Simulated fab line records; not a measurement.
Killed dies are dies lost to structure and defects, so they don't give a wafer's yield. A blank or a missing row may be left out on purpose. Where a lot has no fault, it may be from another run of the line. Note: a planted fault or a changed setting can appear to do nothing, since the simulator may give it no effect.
What tool caused it?	flow sky130	36 wafers sampled from 12 lots at 1 step of a route of 708

== WHAT THE GAUGES SHOWED, per wafer ==
SKY_FIELD_ISO_CD_MEAS_13 targets a cd of 150 nm.
lot	measured	on	cd nm (nm)
L511	day 2 04:05	cd sem-01	149.0 149.2 150.3
L512	day 2 10:18	cd sem-01	150.3 149.8 149.8
L514	day 2 21:38	cd sem-01	149.9 150.2 151.1
L521	day 4 09:25	cd sem-01	151.7 152.0 150.9
L522	day 4 13:55	cd sem-01	151.6 151.4 151.2
L523	day 4 20:19	cd sem-01	151.2 150.9 150.7
L527	day 5 15:44	cd sem-01	149.8 149.2 149.3
L529	day 6 01:23	cd sem-01	150.0 150.1 148.9
L531	day 6 15:48	cd sem-02	149.3 150.9 150.4
L532	day 6 18:59	cd sem-01	148.7 148.5 148.8
L533	day 7 05:43	cd sem-02	153.8 152.1 153.0
L534	day 7 06:02	cd sem-02	150.0 149.5 149.9

== WHAT TOOL EACH LOT RAN ON (gives the tool, then ch and the chambers of the sampled wafers, and finally the start) ==
The record holds no process step before these readings.

== AS READ BY THE TOOLS THEMSELVES (means over the sampled wafers that have a number; for cases with no such wafer, the mark the record gives instead) ==
The record holds no such reading with a usual standard deviation.

== THE ANSWER, worked out from the rows above alone ==
Rule: usual is defined by the lots themselves. Put in order of their means at a reading, lots are off if they are a third of the lots or fewer, leave a main group of 4 or more, and stand apart from it by a gap of 3 or more times the standard deviation of the main group's means; of several such gaps the widest counts. The tables above print the reading to a certain number of digits; a main group whose means all agree to those digits is not used. A lot without any number at a reading at which 4 lots or more have one is off too. All remaining lots with rows at the step are treated as sound. Order of review: gauges by route order, followed by the tools' own readings, for which a lot's mean as printed above is used. The first step at which some lot is off is used, and at that step the reading that is off furthest; a lot without a number counts as furthest.
No lot is off at any reading shown: from this, nothing can be told.

== WHAT THE SIMULATOR HAD INSERTED ==
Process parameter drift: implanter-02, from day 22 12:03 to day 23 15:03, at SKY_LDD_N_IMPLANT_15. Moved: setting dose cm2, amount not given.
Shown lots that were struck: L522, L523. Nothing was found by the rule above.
